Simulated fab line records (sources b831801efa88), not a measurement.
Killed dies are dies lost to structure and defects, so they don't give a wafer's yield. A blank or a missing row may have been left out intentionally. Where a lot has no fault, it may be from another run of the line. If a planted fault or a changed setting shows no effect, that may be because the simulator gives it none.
fab line records / flow sky130 / part 2 of 2: steps 43 to 43 of 43
record: lots: 7 wafers: 21 lastDay: 50
route steps=708 shown FIELD_ISO@6 NWELL@32 DNWELL@35 PWDE@45 PAD_OPEN@708
lots that met no fault: taken from a fault-free run of the same line
startH: hours from the record's first day to the start of the lot's first wafer shown / waitH: hours since the lot's step before / " identical to the entry in the row above / L1.1+2: a single row standing in for several wafers / - no value, or no start given / * or withheld: withheld / < > ~ a bound
route shown NAME@n: names a module that has steps shown in the file, with the first one's number in the route / usual: mean and standard deviation over wafers with no fault / same: alike in all rows / chamber/n: place in a boat / sites: the reading at each site / _std_site: how widely they spread, as a standard deviation / _edge_site: mean of outer sites minus mean of inner sites / radiusMm: how far each site lies from the wafer's centre / mask NAME#n: copy n / behind: the most recent tool/chamber to have shaped the wafer / hold: reason for holding the lot/hours on hold/outcome of the hold / device: which transistor (n, p or np) failed to switch / end of line: the same wafers' tests at the end of the route / where a step has no rows: the recipe by itself / killed: dies that structure and defects cost at the first sort, which is not the same as the wafer's yield / map: a wafer's dies, marking killed ones x, the rest . and places with no die _
set.NAME: the run value of the setting; set.NAME@STEP: its run value at that earlier step / model.NAME: the simulator's own value behind a step, which no gauge read
lots at some steps of the route; a table a step, a row a wafer
services: from which hour (startH, from the record's first day; less than 0 if before it) a tool's chamber was out of use, for how many hours, and why
== steps ==
step: SKY_PAD_OPEN_PROBE_99
usual: killed_at_M0_to_M3: 43/7.3 killed_at_M4_up: 3.6/1.9 killedAtContacts: 23/5.3 killedAtFrontEnd: 15/4.5 killedAtOther: 0.3/0.72 killedDies: 85/9.4 killedOpen: 46/6.7 killedShort: 38/6.8
same: grossDies: 492 killedAtBackSide: 0
lot.wafer=L239.1 tool=prober-01 chamber=- startH=1099.06 waitH=0.1 killed_at_M0_to_M3=46 killed_at_M4_up=5 killedAtContacts=16 killedAtFrontEnd=9 killedAtOther=0 killedDies=76 killedOpen=38 killedShort=38
lot.wafer=L239.2 tool=prober-01 chamber=- startH=1099.11 waitH=0.1 killed_at_M0_to_M3=49 killed_at_M4_up=5 killedAtContacts=23 killedAtFrontEnd=13 killedAtOther=2 killedDies=92 killedOpen=47 killedShort=43
lot.wafer=L239.6 tool=prober-01 chamber=- startH=1099.31 waitH=0.2 killed_at_M0_to_M3=31 killed_at_M4_up=2 killedAtContacts=19 killedAtFrontEnd=10 killedAtOther=0 killedDies=62 killedOpen=37 killedShort=25
lot.wafer=L241.1 tool=prober-02 chamber=- startH=1112.87 waitH=0.1 killed_at_M0_to_M3=39 killed_at_M4_up=3 killedAtContacts=24 killedAtFrontEnd=17 killedAtOther=0 killedDies=83 killedOpen=52 killedShort=31
lot.wafer=L241.3 tool=prober-02 chamber=- startH=1112.97 waitH=0.2 killed_at_M0_to_M3=40 killed_at_M4_up=1 killedAtContacts=31 killedAtFrontEnd=16 killedAtOther=0 killedDies=88 killedOpen=46 killedShort=42
lot.wafer=L241.4 tool=prober-02 chamber=- startH=1113.02 waitH=0.2 killed_at_M0_to_M3=50 killed_at_M4_up=3 killedAtContacts=25 killedAtFrontEnd=11 killedAtOther=1 killedDies=90 killedOpen=50 killedShort=40
lot.wafer=L242.1 tool=prober-02 chamber=- startH=1120.52 waitH=0.1 killed_at_M0_to_M3=48 killed_at_M4_up=2 killedAtContacts=28 killedAtFrontEnd=17 killedAtOther=1 killedDies=96 killedOpen=47 killedShort=49
lot.wafer=L242.4 tool=prober-02 chamber=- startH=1120.67 waitH=0.2 killed_at_M0_to_M3=34 killed_at_M4_up=2 killedAtContacts=17 killedAtFrontEnd=10 killedAtOther=0 killedDies=63 killedOpen=42 killedShort=21
lot.wafer=L242.6 tool=prober-02 chamber=- startH=1120.77 waitH=0.2 killed_at_M0_to_M3=45 killed_at_M4_up=1 killedAtContacts=31 killedAtFrontEnd=15 killedAtOther=0 killedDies=92 killedOpen=57 killedShort=35
lot.wafer=L252.2 tool=prober-01 chamber=- startH=1169.52 waitH=0.1 killed_at_M0_to_M3=40 killed_at_M4_up=7 killedAtContacts=19 killedAtFrontEnd=67 killedAtOther=0 killedDies=133 killedOpen=38 killedShort=39
lot.wafer=L252.4 tool=prober-01 chamber=- startH=1169.62 waitH=0.2 killed_at_M0_to_M3=52 killed_at_M4_up=3 killedAtContacts=14 killedAtFrontEnd=35 killedAtOther=0 killedDies=104 killedOpen=42 killedShort=45
lot.wafer=L252.6 tool=prober-01 chamber=- startH=1169.72 waitH=0.2 killed_at_M0_to_M3=38 killed_at_M4_up=4 killedAtContacts=19 killedAtFrontEnd=66 killedAtOther=0 killedDies=127 killedOpen=40 killedShort=36
lot.wafer=L253.1 tool=prober-01 chamber=- startH=1173.32 waitH=0.1 killed_at_M0_to_M3=45 killed_at_M4_up=5 killedAtContacts=12 killedAtFrontEnd=16 killedAtOther=0 killedDies=78 killedOpen=52 killedShort=26
lot.wafer=L253.2 tool=prober-01 chamber=- startH=1173.37 waitH=0.1 killed_at_M0_to_M3=39 killed_at_M4_up=6 killedAtContacts=16 killedAtFrontEnd=19 killedAtOther=0 killedDies=80 killedOpen=41 killedShort=37
lot.wafer=L253.6 tool=prober-01 chamber=- startH=1173.57 waitH=0.2 killed_at_M0_to_M3=50 killed_at_M4_up=2 killedAtContacts=15 killedAtFrontEnd=13 killedAtOther=0 killedDies=80 killedOpen=40 killedShort=40
lot.wafer=L255.2 tool=prober-01 chamber=- startH=1182.82 waitH=0.1 killed_at_M0_to_M3=41 killed_at_M4_up=4 killedAtContacts=23 killedAtFrontEnd=53 killedAtOther=0 killedDies=121 killedOpen=40 killedShort=40
lot.wafer=L255.3 tool=prober-01 chamber=- startH=1182.87 waitH=0.2 killed_at_M0_to_M3=45 killed_at_M4_up=5 killedAtContacts=27 killedAtFrontEnd=24 killedAtOther=0 killedDies=101 killedOpen=45 killedShort=39
lot.wafer=L255.4 tool=prober-01 chamber=- startH=1182.92 waitH=0.2 killed_at_M0_to_M3=31 killed_at_M4_up=5 killedAtContacts=15 killedAtFrontEnd=61 killedAtOther=0 killedDies=112 killedOpen=36 killedShort=28
lot.wafer=L257.2 tool=prober-02 chamber=- startH=1190.56 waitH=0.1 killed_at_M0_to_M3=44 killed_at_M4_up=7 killedAtContacts=15 killedAtFrontEnd=35 killedAtOther=0 killedDies=101 killedOpen=42 killedShort=43
lot.wafer=L257.3 tool=prober-02 chamber=- startH=1190.61 waitH=0.2 killed_at_M0_to_M3=41 killed_at_M4_up=4 killedAtContacts=26 killedAtFrontEnd=67 killedAtOther=0 killedDies=138 killedOpen=47 killedShort=39
lot.wafer=L257.5 tool=prober-02 chamber=- startH=1190.71 waitH=0.2 killed_at_M0_to_M3=38 killed_at_M4_up=2 killedAtContacts=19 killedAtFrontEnd=33 killedAtOther=0 killedDies=92 killedOpen=50 killedShort=25
killed by level:class
L239.1 VIA2:geometricParticle:open=11 METAL2:geometricParticle:short=7 METAL1:geometricParticle:short=6 VIA3:geometricParticle:open=6 VIA3:geometricParticle:short=5 FIELD_ISO:geometricParticle:open=4 CONTACT:geometricParticle:open=4 CONTACT:geometricParticle:short=4
L239.2 VIA3:geometricParticle:open=9 METAL2:geometricParticle:short=8 LI_CONTACT:geometricParticle:open=7 VIA1:geometricParticle:open=7 FIELD_ISO:geometricParticle:open=5 LI_CONTACT:geometricParticle:short=5 CONTACT:geometricParticle:open=5 VIA2:geometricParticle:open=5
L239.6 CONTACT:geometricParticle:open=8 VIA3:geometricParticle:open=8 VIA1:geometricParticle:open=6 LI_CONTACT:geometricParticle:open=5 VIA2:geometricParticle:open=4 VIA3:geometricParticle:short=4 LOCAL_INTERCONNECT:geometricParticle:short=3 METAL2:geometricParticle:short=3
L241.1 CONTACT:geometricParticle:open=14 VIA1:geometricParticle:open=8 VIA3:geometricParticle:open=6 VIA2:geometricParticle:open=5 FIELD_ISO:geometricParticle:open=5 METAL1:geometricParticle:short=5 LI_CONTACT:geometricParticle:open=4 FIELD_ISO:geometricParticle:short=4
L241.3 VIA1:geometricParticle:open=11 CONTACT:geometricParticle:short=9 CONTACT:geometricParticle:open=7 LI_CONTACT:geometricParticle:open=6 VIA3:geometricParticle:short=6 FIELD_ISO:geometricParticle:short=5 METAL1:geometricParticle:short=5 LI_CONTACT:geometricParticle:short=4
L241.4 VIA1:geometricParticle:open=13 VIA3:geometricParticle:open=10 CONTACT:geometricParticle:open=10 CONTACT:geometricParticle:short=7 VIA1:geometricParticle:short=6 LI_CONTACT:geometricParticle:open=6 METAL2:geometricParticle:short=6 FIELD_ISO:geometricParticle:short=4
L242.1 METAL2:geometricParticle:short=10 VIA2:geometricParticle:open=9 CONTACT:geometricParticle:open=9 VIA1:geometricParticle:open=8 POLY_GATE:geometricParticle:open=5 LI_CONTACT:geometricParticle:short=5 LI_CONTACT:geometricParticle:open=5 LOCAL_INTERCONNECT:geometricParticle:short=5
L242.4 CONTACT:geometricParticle:open=9 VIA1:geometricParticle:open=7 VIA2:geometricParticle:open=7 VIA3:geometricParticle:open=6 FIELD_ISO:geometricParticle:short=5 LI_CONTACT:geometricParticle:open=4 METAL1:geometricParticle:short=3 METAL2:geometricParticle:short=3
L242.6 VIA1:geometricParticle:open=12 CONTACT:geometricParticle:open=9 VIA3:geometricParticle:open=9 CONTACT:geometricParticle:short=7 LI_CONTACT:geometricParticle:open=7 LOCAL_INTERCONNECT:geometricParticle:short=5 METAL2:geometricParticle:short=5 FIELD_ISO:geometricParticle:short=4
L252.2 FIELD_ISO:unspecified=55 VIA1:geometricParticle:open=10 METAL1:geometricParticle:short=7 LOCAL_INTERCONNECT:geometricParticle:short=6 POLY_GATE:geometricParticle:short=5 LI_CONTACT:geometricParticle:open=5 VIA3:geometricParticle:open=5 CONTACT:geometricParticle:open=4
L252.4 FIELD_ISO:unspecified=16 VIA2:geometricParticle:open=9 VIA1:geometricParticle:short=7 VIA2:geometricParticle:short=7 CONTACT:geometricParticle:open=6 VIA1:geometricParticle:open=6 SPACER:geometricParticle:short=5 LI_CONTACT:geometricParticle:open=5
L252.6 FIELD_ISO:unspecified=51 METAL2:geometricParticle:short=7 CONTACT:geometricParticle:open=7 LI_CONTACT:geometricParticle:open=6 VIA2:geometricParticle:open=6 POLY_GATE:geometricParticle:open=5 VIA1:geometricParticle:short=5 VIA1:geometricParticle:open=5
L253.1 VIA2:geometricParticle:open=11 VIA1:geometricParticle:open=10 CONTACT:geometricParticle:open=8 VIA3:geometricParticle:open=7 POLY_GATE:geometricParticle:open=6 METAL4:geometricParticle:short=5 METAL2:geometricParticle:short=4 VIA1:geometricParticle:short=3
L253.2 VIA1:geometricParticle:open=8 VIA3:geometricParticle:open=7 CONTACT:geometricParticle:open=5 METAL2:geometricParticle:short=5 VIA1:geometricParticle:short=5 FIELD_ISO:geometricParticle:short=4 POLY_GATE:geometricParticle:open=4 POLY_GATE:geometricParticle:short=4
L253.6 POLY_GATE:geometricParticle:short=8 VIA1:geometricParticle:open=8 VIA3:geometricParticle:open=7 VIA2:geometricParticle:open=5 VIA1:geometricParticle:short=5 CONTACT:geometricParticle:short=5 METAL1:geometricParticle:short=5 VIA3:geometricParticle:short=5
L255.2 FIELD_ISO:unspecified=41 METAL1:geometricParticle:short=9 VIA2:geometricParticle:open=7 CONTACT:geometricParticle:open=7 VIA1:geometricParticle:open=7 LOCAL_INTERCONNECT:geometricParticle:short=6 VIA3:geometricParticle:open=6 POLY_GATE:geometricParticle:open=5
L255.3 FIELD_ISO:unspecified=17 VIA1:geometricParticle:open=16 LI_CONTACT:geometricParticle:open=9 CONTACT:geometricParticle:open=6 METAL2:geometricParticle:short=6 CONTACT:geometricParticle:short=5 METAL4:geometricParticle:short=4 METAL1:geometricParticle:short=4
L255.4 FIELD_ISO:unspecified=48 VIA1:geometricParticle:open=10 LI_CONTACT:geometricParticle:open=8 POLY_GATE:geometricParticle:open=5 VIA2:geometricParticle:open=5 METAL4:geometricParticle:short=5 FIELD_ISO:geometricParticle:short=4 POLY_GATE:geometricParticle:short=4
L257.2 FIELD_ISO:unspecified=16 FIELD_ISO:geometricParticle:short=7 VIA1:geometricParticle:open=7 LI_CONTACT:geometricParticle:open=6 METAL1:geometricParticle:short=6 VIA3:geometricParticle:short=5 POLY_GATE:geometricParticle:open=5 METAL2:geometricParticle:short=5
L257.3 FIELD_ISO:unspecified=52 CONTACT:geometricParticle:open=10 VIA1:geometricParticle:open=9 VIA3:geometricParticle:open=7 LI_CONTACT:geometricParticle:open=6 LOCAL_INTERCONNECT:geometricParticle:short=6 VIA1:geometricParticle:short=6 VIA2:geometricParticle:open=6
L257.5 FIELD_ISO:unspecified=17 VIA1:geometricParticle:open=12 FIELD_ISO:geometricParticle:open=8 LI_CONTACT:geometricParticle:open=7 CONTACT:geometricParticle:open=6 VIA2:geometricParticle:open=6 FIELD_ISO:geometricParticle:short=4 METAL1:geometricParticle:short=3
map L252.2 (x killed, . not)
__________.......x.._________
________.......x.....x_______
______......x..........x_____
_____...xxxxx.x.x......x.____
____...x.xxxxx.x.x......xx___
___.xx.xxxxxxxxxx..........__
__....xxxxxxxxxx.xx........._
_......xxxxxxxxxxx.x.....x..x
_x...x..x.xxxxxxx..........x.
_..x...xx.xxxx..x.......x.x..
_.......x..x...x......xx.....
_.x.......xxx.......x.x.xx...
_......xx........x...x.......
_.x....xx...xx............x..
_..x.............xxx..x......
__....x..........x..x.x..x.._
___........x...x..x......x.__
____....x.....x.x.......x.___
_____...xx.....x.........____
______..x..x..x........._____
________......xx......_______
__________..x.....x._________
map L255.2 (x killed, . not)
__________..x.x.xx.x_________
________......x.....x._______
______xxxxxxx..........._____
_____xxxxx..........x....____
____xxxxxx...x......x..x..___
___xxxxxxx..x.....x.xx.....__
__xxxxxxxxx..x.x..x.......x._
_..xxxxxxxx.......x..........
_...xxx......x..............x
_x....x......x..x............
_.......x........x..........x
_....xx..x..........x........
_...........xxx...x.......xx.
_x.xx.x.......x...x..........
_.......x...............x.x..
__.x.......x.x...x....x.x..._
___xxx...xxx......x.x..x...__
____.....xx...x...x.......___
_____......x.......x....x____
______....x..........xx._____
________..x.........x._______
__________.....x...._________
== services ==
tool=rieDiel-02 chamber=3 startH=34.49 hours=1.6 kind=repair
tool=cmp-02 chamber=- startH=56.09 hours=0.9 kind=repair
tool=plasmaAsher-01 chamber=- startH=61.61 hours=5.0 kind=repair
tool=cmp-01 chamber=- startH=64.00 hours=4.0 kind=pm
tool=rieDiel-03 chamber=1 startH=64.62 hours=8.4 kind=repair
tool=cmp-01 chamber=- startH=79.28 hours=2.0 kind=repair
tool=cmp-02 chamber=- startH=82.26 hours=1.6 kind=repair
tool=cmp-02 chamber=- startH=83.79 hours=1.5 kind=repair
tool=rieDiel-02 chamber=0 startH=99.39 hours=2.8 kind=repair
tool=plasmaAsher-04 chamber=- startH=108.75 hours=9.0 kind=pm
tool=rieSi-02 chamber=2 startH=119.54 hours=15.2 kind=repair
tool=cmp-02 chamber=- startH=120.14 hours=7.5 kind=pm
tool=cmp-01 chamber=- startH=127.75 hours=4.3 kind=pm
tool=plasmaAsher-03 chamber=- startH=131.21 hours=14.6 kind=pm
tool=cmp-02 chamber=- startH=132.12 hours=1.5 kind=repair
tool=rieDiel-04 chamber=1 startH=134.46 hours=6.1 kind=repair
tool=cmp-01 chamber=- startH=144.71 hours=1.4 kind=repair
tool=rieDiel-03 chamber=1 startH=154.20 hours=3.5 kind=repair
tool=rieSi-02 chamber=3 startH=154.56 hours=18.1 kind=repair
tool=plasmaAsher-03 chamber=- startH=155.23 hours=1.2 kind=repair
tool=cmp-01 chamber=- startH=155.39 hours=1.2 kind=repair
tool=plasmaAsher-03 chamber=- startH=156.31 hours=2.3 kind=repair
tool=cmp-02 chamber=- startH=160.70 hours=1.3 kind=repair
tool=cmp-01 chamber=- startH=163.89 hours=1.0 kind=repair
== key ==
firstSign: step: SKY_PAD_OPEN_PROBE_99 reading: killedAtFrontEnd direction: up sigmas: 7.7 usual: 15 struck: 49
effect: step: SKY_PAD_OPEN_PROBE_99 reading: killedDies direction: up sigmas: 3.1 usual: 85 struck: 114 wafersMoved: 5
metAt SKY_FIELD_ISO_ETCH_17
struckWafers L252.2,L252.4,L252.6,L255.2,L255.3,L255.4,L257.2,L257.3,L257.5
testerLeftOut L252,L255,L257
onsetBetween 64.60 113.15
fault: kind: chamberParticleSource tool: rieSi-02 chamber: - onsetH: 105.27 steps: SKY_FIELD_ISO_ETCH_17 ratePerVisitCm2: 0.76248 endH: 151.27
testerLeftOut: of these lots the tester's yield and bins aren't shown, on N5 and GAA mostly nor the transistor test; their killed dies are dies lost to structure and defects alone, not to doping, threshold or leakage, so they don't give the yield
